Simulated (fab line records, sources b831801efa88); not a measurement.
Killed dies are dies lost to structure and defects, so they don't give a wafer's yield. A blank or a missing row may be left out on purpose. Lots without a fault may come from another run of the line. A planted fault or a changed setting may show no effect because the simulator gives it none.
fab line records | flow gf180mcu
record lots=10 wafers=30 last_day=34
route steps=602 shown NSD@247 PSD@257 SALICIDE@280 M1@331
lots that met no fault: from a run of the same line without faults
start_h: hours from the record's first day to the start of the lot's first wafer shown | wait_h: hours since the lot's step before | " the same as in the row above | L1.1+2: a row that stands for several wafers | - no value, or no start given | * or withheld: withheld | < > ~ a bound
route shown NAME@n: a module of which the file shows steps, and the number in the route of the first | usual: mean/standard deviation of fault-free wafers | same: alike in all rows | chamber/n: place in a boat | sites: the reading at each site | _std_site: their standard deviation | _edge_site: outer sites' mean less inner sites' | radius_mm: how far each site lies from the wafer's centre | mask NAME#n: copy n | behind: the tool/chamber that last shaped the wafer | hold: why the lot was held/for how many hours/how that ended | device: the transistor (n, p or np) that didn't switch | end of line: the same wafers' tests at the end of the route | a step without rows: its recipe alone | killed: dies lost to structure and defects at the first sort, not the wafer's yield | map: a wafer's dies, x killed, . not, _ none there
set.NAME: the setting as run; set.NAME@STEP: as run at that earlier step | model.NAME: the simulator's own value behind a step, which no gauge read
steps of the route over a sample of lots; a table a step, a row a wafer
services: from which hour (start_h, from the record's first day; less than 0 if before it) a tool's chamber was out of use, for how many hours, and why
## steps
# step GF_NSD_TW_MEAS_12
# usual NSD_TW=4257/21
# columns lot.wafer tool chamber start_h wait_h NSD_TW
L295.2 film_metro-03 - 310.05 0.1 4252
L295.3 " - " " 4250
L295.5 " - " " 4239
L297.1 film_metro-02 - 334.79 0.1 4250
L297.5 " - " " 4249
L297.6 " - " " 4229
L301.1 film_metro-02 - 364.28 0.1 4281
L301.2 " - " " 4253
L301.5 " - " " 4272
L303.3 film_metro-03 - 373.81 0.1 4241
L303.4 " - " " 4257
L303.6 " - " " 4236
L308.1 film_metro-02 - 423.04 0.1 4262
L308.2 " - " " 4243
L308.4 " - " " 4275
L311.2 film_metro-03 - 449.35 0.1 4253
L311.4 " - " " 4270
L311.6 " - " " 4263
L312.1 film_metro-03 - 456.94 0.1 4263
L312.2 " - " " 4283
L312.6 " - " " 4262
L313.1 film_metro-04 - 468.79 0.1 4290
L313.2 " - " " 4263
L313.6 " - " " 4268
L315.3 film_metro-04 - 479.71 0.1 4282
L315.5 " - " " 4259
L315.6 " - " " 4262
L316.3 film_metro-03 - 491.26 0.1 4276
L316.4 " - " " 4260
L316.5 " - " " 4254
# step GF_PSD_IMPLANT_09
# recipe species=BF2 energy_kev=40 dose_cm2=1.5e+15 tilt_deg=7
# usual dose_ions_cm2=1.5002e+15/1.6e+12 end_station_pressure_torr=1.17e-05/5.8e-07 faraday_current_uA=8238/180
# columns lot.wafer tool chamber start_h wait_h dose_ions_cm2 end_station_pressure_torr faraday_current_uA
L295.2 implanter-03 0 330.21 0.0 1.5005e+15 1.23e-05 8322
L295.3 " 0 " " 1.5029e+15 1.2e-05 8264
L295.5 " 0 " " 1.5002e+15 1.11e-05 8521
L297.1 implanter-03 0 356.88 0.0 1.5008e+15 1.19e-05 8193
L297.5 " 0 " " 1.5014e+15 1.21e-05 8143
L297.6 " 0 " " 1.4971e+15 1.14e-05 8029
L301.1 implanter-03 0 386.84 0.0 1.1204e+15 9.5e-06 6050
L301.2 " 0 " " 1.1213e+15 1.02e-05 6138
L301.5 " 0 " " 1.1197e+15 1.05e-05 6407
L303.3 implanter-03 0 397.42 0.1 1.1207e+15 1.12e-05 6281
L303.4 " 0 " " 1.1186e+15 1e-05 6306
L303.6 " 0 " " 1.1193e+15 1.02e-05 6090
L308.1 implanter-04 0 448.02 0.0 1.4987e+15 1.22e-05 8447
L308.2 " 0 " " 1.5028e+15 1.13e-05 8397
L308.4 " 0 " " 1.4995e+15 1.13e-05 8028
L311.2 implanter-03 0 473.74 0.0 1.5e+15 1.2e-05 8404
L311.4 " 0 " " 1.5e+15 1.26e-05 8240
L311.6 " 0 " " 1.5e+15 1.16e-05 8515
L312.1 implanter-04 0 481.38 0.0 1.4974e+15 1.2e-05 8284
L312.2 " 0 " " 1.5016e+15 1.08e-05 8336
L312.6 " 0 " " 1.4976e+15 1.23e-05 7988
L313.1 implanter-03 0 493.32 0.0 1.498e+15 1.12e-05 7963
L313.2 " 0 " " 1.4996e+15 1.21e-05 8594
L313.6 " 0 " " 1.5004e+15 1.27e-05 8165
L315.3 implanter-03 0 504.37 0.1 1.4992e+15 1.15e-05 8366
L315.5 " 0 " " 1.4978e+15 1.19e-05 8116
L315.6 " 0 " " 1.4988e+15 1.13e-05 8103
L316.3 implanter-03 0 515.03 0.1 1.4981e+15 1.19e-05 8188
L316.4 " 0 " " 1.4994e+15 1.2e-05 8192
L316.5 " 0 " " 1.4995e+15 1.21e-05 8246
# step GF_PSD_STRIP_10
# recipe chemistry=O2/N2 power_w=1400 pressure_mtorr=1500 platen_temp_c=250 o2_flow_sccm=3000 n2_flow_sccm=300 overash_fraction=0.5
# usual drypump_motor_current_A=5.71/0.27 heater_power_w=331/36 oes_product_au=0.592/0.0046 strip_time_to_endpoint_s=16.54/0.035
# columns lot.wafer tool chamber start_h wait_h drypump_motor_current_A heater_power_w oes_product_au rf_hours_counter_h strip_time_to_endpoint_s
L295.2 plasma_asher-01 0 330.33 0.1 5.65 311 0.585 67 16.48
L295.3 " 1 " " 5.68 358 0.588 - 16.49
L295.5 " 0 " " 5.63 302 0.595 - 16.46
L297.1 plasma_asher-04 1 357.03 0.1 6.21 315 0.598 74 16.53
L297.5 " 1 " " 6.23 323 0.598 - 16.57
L297.6 " 0 " " 5.34 362 0.592 - 16.59
L301.1 plasma_asher-04 1 386.99 0.1 6.21 326 0.606 77 15.68
L301.2 " 0 " " 5.32 364 0.614 77 15.69
L301.5 " 0 " " 5.33 351 0.606 - 15.66
L303.3 plasma_asher-04 0 397.55 0.1 5.33 359 0.613 - 15.58
L303.4 " 1 " " 6.19 319 0.612 - 15.58
L303.6 " 1 " " 6.20 314 0.611 - 15.62
L308.1 plasma_asher-01 0 448.17 0.1 5.64 344 0.591 2 16.55
L308.2 " 1 " " 5.68 371 0.597 2 16.51
L308.4 " 1 " " 5.70 366 0.592 - 16.54
L311.2 plasma_asher-01 1 473.87 0.1 5.68 373 0.598 5 16.56
L311.4 " 0 " " 5.66 346 0.585 - 16.55
L311.6 " 0 " " 5.65 342 0.602 - 16.57
L312.1 plasma_asher-02 1 481.53 0.1 5.57 269 0.589 30 16.53
L312.2 " 0 " " 5.78 348 0.589 30 16.53
L312.6 " 0 " " 5.81 355 0.592 - 16.55
L313.1 plasma_asher-02 0 493.47 0.1 5.84 359 0.598 31 16.48
L313.2 " 1 " " 5.57 262 0.597 31 16.57
L313.6 " 1 " " 5.58 256 0.587 - 16.50
L315.3 plasma_asher-01 0 504.50 0.1 5.67 342 0.594 - 16.54
L315.5 " 1 " " 5.69 363 0.595 - 16.52
L315.6 " 0 " " 5.66 349 0.596 - 16.52
L316.3 plasma_asher-04 1 515.16 0.1 6.21 312 0.583 - 16.55
L316.4 " 0 " " 5.32 357 0.594 - 16.62
L316.5 " 0 " " 5.33 363 0.587 - 16.58
# step GF_PSD_TW_MEAS_11
# usual PSD_TW=3189/16
# columns lot.wafer tool chamber start_h wait_h PSD_TW
L295.2 film_metro-03 - 330.44 0.1 3217
L295.3 " - " " 3216
L295.5 " - " " 3199
L297.1 film_metro-02 - 357.13 0.1 3155
L297.5 " - " " 3161
L297.6 " - " " 3147
L301.1 film_metro-02 - 387.09 0.1 2997
L301.2 " - " " 2972
L301.5 " - " " 2985
L303.3 film_metro-02 - 397.64 0.1 2973
L303.4 " - " " 2989
L303.6 " - " " 2964
L308.1 film_metro-03 - 448.27 0.1 3181
L308.2 " - " " 3193
L308.4 " - " " 3191
L311.2 film_metro-04 - 473.98 0.1 3196
L311.4 " - " " 3183
L311.6 " - " " 3169
L312.1 film_metro-04 - 481.63 0.1 3201
L312.2 " - " " 3179
L312.6 " - " " 3207
L313.1 film_metro-02 - 493.57 0.1 3163
L313.2 " - " " 3162
L313.6 " - " " 3166
L315.3 film_metro-02 - 504.59 0.1 3160
L315.5 " - " " 3178
L315.6 " - " " 3174
L316.3 film_metro-03 - 515.25 0.1 3213
L316.4 " - " " 3212
L316.5 " - " " 3211
# step GF_PSD_RS_MEAS_15
# recipe thk_meas_gauge=four-point-probe
# usual PSD_RS=108.6/0.31
# columns lot.wafer tool chamber start_h wait_h PSD_RS[ohm/sq]
L295.2 film_metro-02 - 330.77 0.1 108.8
L295.3 " - " " 108.8
L295.5 " - " " 109.0
L297.1 film_metro-03 - 357.44 0.1 108.4
L297.5 " - " " 108.6
L297.6 " - " " 108.9
L301.1 film_metro-04 - 387.41 0.1 125.0
L301.2 " - " " 125.1
L301.5 " - " " 125.1
L303.3 film_metro-02 - 397.97 0.1 125.7
L303.4 " - " " 126.1
L303.6 " - " " 125.6
L308.1 film_metro-02 - 448.58 0.1 109.0
L308.2 " - " " 109.0
L308.4 " - " " 109.2
L311.2 film_metro-04 - 474.31 0.1 108.2
L311.4 " - " " 107.9
L311.6 " - " " 108.2
L312.1 film_metro-03 - 481.94 0.1 108.5
L312.2 " - " " 108.4
L312.6 " - " " 108.7
L313.1 film_metro-04 - 493.88 0.1 108.3
L313.2 " - " " 108.5
L313.6 " - " " 108.3
L315.3 film_metro-02 - 504.92 0.1 108.7
L315.5 " - " " 108.5
L315.6 " - " " 108.7
L316.3 film_metro-03 - 515.58 0.1 108.3
L316.4 " - " " 108.2
L316.5 " - " " 108.6
# step GF_SALICIDE_SPUTTER_02
# recipe material=Co target_thk_nm=10 power_w=1000 time_s=20 chamber_pressure_pa=0.4
# usual cathode_dc_power_W=1000.0/0.19 throttle_valve_pct=29.9/1
# columns lot.wafer tool chamber start_h wait_h cathode_dc_power_W throttle_valve_pct
L295.2 pvd_sputter-02 - 353.16 0.0 1000.0 28.2
L295.3 " - " " 999.82 29.4
L295.5 " - " " 999.82 29.4
L297.1 pvd_sputter-03 - 379.87 0.0 1000.2 30.6
L297.5 " - " " 1000.1 30.0
L297.6 " - " " 1000.1 31.9
L301.1 pvd_sputter-03 - 411.57 0.0 1000.1 31.9
L301.2 " - " " 999.94 30.1
L301.5 " - " " 999.79 30.4
L303.3 pvd_sputter-04 - 422.23 0.0 999.82 31.0
L303.4 " - " " 1000.3 29.7
L303.6 " - " " 999.75 29.1
L308.1 pvd_sputter-04 - 473.29 0.0 999.96 31.2
L308.2 " - " " 1000.0 28.9
L308.4 " - " " 999.91 29.8
L311.2 pvd_sputter-02 - 498.72 0.0 1000.0 29.2
L311.4 " - " " 1000.0 29.6
L311.6 " - " " 1000.00 29.7
L312.1 pvd_sputter-03 - 506.86 0.0 1000.1 30.1
L312.2 " - " " 999.76 32.1
L312.6 " - " " 1000.3 29.9
L313.1 pvd_sputter-02 - 518.14 0.0 1000.2 29.3
L313.2 " - " " 999.83 29.6
L313.6 " - " " 1000.2 28.3
L315.3 pvd_sputter-02 - 528.92 0.0 999.91 29.3
L315.5 " - " " 999.55 29.5
L315.6 " - " " 999.86 28.3
L316.3 pvd_sputter-02 - 539.02 0.0 999.94 29.7
L316.4 " - " " 999.91 29.5
L316.5 " - " " 999.99 28.1
# step GF_M1_METAL_ETCH_16
# recipe chemistry=Cl2/BCl3 mask_material=KrF target_depth_nm=750.8 stop_on=SiO2 pressure_mtorr=8 icp_w=800 bias_w=140 Cl2_flow_sccm=80 bcl3_flow_sccm=40 time_s=125.1
# usual bias_w=140.0/0.4 drypump_motor_current_A=5.85/0.13 oes_product_au=0.989/0.0062 throttle_valve_pct=28.231/0.0098
# columns lot.wafer tool chamber start_h wait_h bias_w drypump_motor_current_A oes_product_au rf_hours_counter_h throttle_valve_pct
L295.2 rie_metal-03 1 401.48 0.0 140.5 5.74 0.986 6.2 28.207
L295.3 " 1 " " 140.2 5.72 0.982 - 28.237
L295.5 " 0 " " 139.9 5.87 0.988 - 28.239
L297.1 rie_metal-04 0 430.51 0.0 140.3 6.04 0.982 5.1 28.221
L297.5 " 1 " " 140.2 5.96 1.002 - 28.229
L297.6 " 0 " " 139.8 6.03 0.999 - 28.234
L301.1 rie_metal-03 0 462.99 0.0 139.7 5.86 0.990 9.2 28.246
L301.2 " 1 " " 140.0 5.75 0.996 7.5 28.235
L301.5 " 0 " " 139.4 5.87 0.985 - 28.232
L303.3 rie_metal-03 0 474.52 0.1 140.4 5.86 0.990 - 28.238
L303.4 " 0 " " 140.3 5.87 0.983 - 28.248
L303.6 " 0 " " 140.1 5.89 0.982 - 28.226
L308.1 rie_metal-04 0 523.28 0.0 139.6 6.02 0.980 7.4 28.231
L308.2 " 1 " " 140.3 5.98 0.992 8.6 28.224
L308.4 " 1 " " 140.1 5.95 0.989 - 28.217
L311.2 rie_metal-04 0 548.14 0.0 140.6 6.02 0.987 8.0 28.223
L311.4 " 0 " " 140.3 6.03 0.986 - 28.230
L311.6 " 0 " " 140.4 6.03 0.993 - 28.227
L312.1 rie_metal-03 1 555.89 0.0 139.4 5.73 0.987 10.1 28.225
L312.2 " 0 " " 139.8 5.86 0.991 12.1 28.227
L312.6 " 1 " " 139.1 5.74 0.984 - 28.223
L313.1 rie_metal-02 0 566.54 0.0 140.2 5.73 0.996 3.9 28.212
L313.2 " 0 " " 140.0 5.72 0.996 - 28.235
L313.6 " 0 " " 140.8 5.75 0.999 - 28.232
L315.3 rie_metal-02 0 577.42 0.1 140.1 5.73 1.004 - 28.231
L315.5 " 0 " " 140.2 5.73 1.000 - 28.222
L315.6 " 0 " " 140.3 5.75 0.996 - 28.228
L316.3 rie_metal-02 0 586.03 0.1 139.8 5.73 0.992 - 28.230
L316.4 " 1 " " 139.6 5.73 0.979 - 28.235
L316.5 " 0 " " 139.9 5.75 0.996 - 28.231
## services
# columns tool chamber start_h hours kind
plasma_asher-01 - 319.56 0.4 repair
implanter-03 - 319.78 2.3 repair
plasma_asher-02 - 328.62 10.0 pm
implanter-03 - 411.00 5.0 pm
rie_metal-02 1 412.90 12.8 repair
rie_metal-02 - 416.52 0.6 repair
implanter-03 - 418.36 2.8 repair
plasma_asher-01 - 421.25 9.0 pm
plasma_asher-02 - 454.52 24.4 repair
implanter-04 - 455.45 2.1 repair
rie_metal-03 1 468.40 11.6 repair
pvd_sputter-04 - 474.13 15.2 repair
plasma_asher-04 - 475.49 7.3 repair
pvd_sputter-04 - 491.82 46.0 repair
plasma_asher-01 - 492.92 2.5 repair
implanter-04 - 504.10 1.0 repair
implanter-04 - 511.98 5.9 repair
pvd_sputter-02 - 544.95 2.5 repair
rie_metal-02 1 561.22 17.9 repair
plasma_asher-02 - 568.02 2.5 repair
plasma_asher-01 - 569.17 10.5 repair
rie_metal-02 - 570.19 1.4 pm
implanter-04 - 572.59 1.1 repair
plasma_asher-04 - 575.52 1.8 repair
## key
first_sign step=GF_PSD_IMPLANT_09 reading=dose_ions_cm2 direction=down sigmas=99+ usual=1.5002e+15 struck=1.12e+15
effect step=GF_PSD_IMPLANT_09 reading=faraday_current_uA direction=down sigmas=11 usual=8238 struck=6212
effect step=GF_PSD_STRIP_10 reading=strip_time_to_endpoint_s direction=down sigmas=26 usual=* struck=*
effect step=GF_PSD_TW_MEAS_11 reading=PSD_TW direction=down sigmas=13 usual=3189 struck=2980
effect step=GF_PSD_RS_MEAS_15 reading=PSD_RS direction=up sigmas=53 usual=108.6 struck=125.4
met_at GF_PSD_IMPLANT_09
struck_lots L301,L303
tester_left_out L301,L303
not_acting_at GF_NSD_TW_MEAS_12,GF_SALICIDE_SPUTTER_02,GF_M1_METAL_ETCH_16
onset_between 356.88 386.84
fault kind=process_parameter_drift tool=implanter-03 chamber=- onset_h=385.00 steps=GF_PSD_IMPLANT_09 channel=dose_cm2 offset=-3.8093e+14 shape=step end_h=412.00 acts_in=these_recipes_only stated=1.5e+15
# tester_left_out: of these lots the tester's yield and bins aren't shown, on N5 and GAA mostly nor the transistor test; their killed dies are dies lost to structure and defects alone, not to doping, threshold or leakage, so they don't give the yield
